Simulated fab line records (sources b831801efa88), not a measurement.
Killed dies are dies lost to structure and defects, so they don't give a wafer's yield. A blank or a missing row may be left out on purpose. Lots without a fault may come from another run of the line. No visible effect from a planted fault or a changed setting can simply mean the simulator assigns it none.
Comparing a struck lot with a sound one :: flow gf180mcu :: 14 out of 602 route steps
Sound: these wafers, L742.2, L742.3, L742.6. The struck wafers were L739.2, L739.5, L739.6. The cause comes at the end.
Each step with rows lists, per side, the tool, then ch with its chambers, then its first start. Under that, the readings that differ: sound wafers :: struck wafers :: difference of the means :: sigmas: that difference in standard deviations of wafers without a fault.
alike: same words and numbers on both sides, and readings whose means sit less than 2 such deviations apart. not compared: any withheld reading, any reading some wafer has no value for, any bound like >300 that may hide the same value, and any number with overlapping values for which the record gives no deviation.
Wherever a step has rows on one side only, a row that says differs or no value, or a row with sigmas, the two part there. Non-overlapping numbers with no deviation appear without sigmas and do not part them. A reading missing from all wafers of one side parts the sides only when that side holds two or more wafers.

GF_V2_CD_MEAS_14: the cd target is 260 nm.
  struck on cdSem-01, day 22 21:40; sound on cdSem-01, day 24 00:17
  alike: cdNm
GF_V2_OVL_MEAS_15:
  struck on overlay-02, day 22 21:46; sound on overlay-02, day 24 00:24
  alike: V2_OVL
GF_V2_ETCH_16: etches BARC in N2/H2.
  sound on rieDiel-01 ch 2,3, day 24 00:26; struck on rieDiel-03 ch 0,1, day 22 21:47
  alike: drypumpMotorCurrentA, n2FlowSccm, oesProductAu, throttleValvePct
GF_V2_ETCH_17: etches SiO2 in C4F8/O2/Ar, stops on TiN, target depth 630 nm.
  sound: rieDiel-01 ch 2,3; struck: rieDiel-03 ch 0,1
  alike: oesProductAu
GF_V2_STRIP_18: strips in O2/N2.
  sound on plasmaAsher-01 ch 0, day 24 00:33; struck on plasmaAsher-01 ch 0,1, day 22 21:55
  alike: drypumpMotorCurrentA, heaterPowerW, n2FlowSccm, oesProductAu
  not compared: rfHoursCounterH
then, 3 steps without rows for these wafers: GF_V2_STRIP_19 (strips in post etch residue remover, time 1200 s); GF_V2_CLEAN_20 (cleans in DIW); GF_V2_SPUTTER_21 (material Ti, target thk 15 nm, time 80.02 s).
GF_V2_SPUTTER_22: material TiN, target thk 10 nm, time 40 s.
  struck on pvdSputter-01, day 22 22:33; sound on pvdSputter-02, day 24 01:13
  alike: cathodeDcPowerW, throttleValvePct
GF_V2_CVD_23: deposits W, target thk 350 nm, time 104.94 s.
  sound on cvdW-01 ch 0,1, day 24 01:15; struck on cvdW-02 ch 0,1, day 22 22:35
  alike: heaterPowerOuterW, heaterPowerW
GF_V2_RS_MEAS_24: measures by four-point-probe.
  struck on filmMetro-01, day 22 22:43; sound on filmMetro-02, day 24 01:23
  alike: V2_W_RS
GF_V2_THK_MEAS_25: measures by xrf.
  struck on filmMetro-01, day 22 22:50; sound on filmMetro-02, day 24 01:30
  alike: V2_W_THK
GF_V2_CMP_26: polishes, stops on SiO2, t overpolish 15 s, target thk 0 nm.
  sound on cmp-01 ch 0,2,3, day 24 01:33; struck on cmp-02 ch 1,2,3, day 22 22:59
reading: overpolishRunS (s)
sound: 14.992 14.998 14.998
struck: 0.039 0.034 0.031
difference: -14.961
sigmas: -99 or more

reading: timeToEndpointS (s)
sound: 84 83 84
struck: 131 131 130
difference: +47
sigmas: +15
  alike: motorCurrentA, slurryFlowMlMin
GF_PASSIVATION_PROBE_99:
  sound wafers here have rows in the record (prober-01, day 32 00:14); struck ones have none

WHERE THEY PART
Earliest at GF_V2_CMP_26; latest, in this record, at GF_PASSIVATION_PROBE_99.

WHY: what the simulator had put in
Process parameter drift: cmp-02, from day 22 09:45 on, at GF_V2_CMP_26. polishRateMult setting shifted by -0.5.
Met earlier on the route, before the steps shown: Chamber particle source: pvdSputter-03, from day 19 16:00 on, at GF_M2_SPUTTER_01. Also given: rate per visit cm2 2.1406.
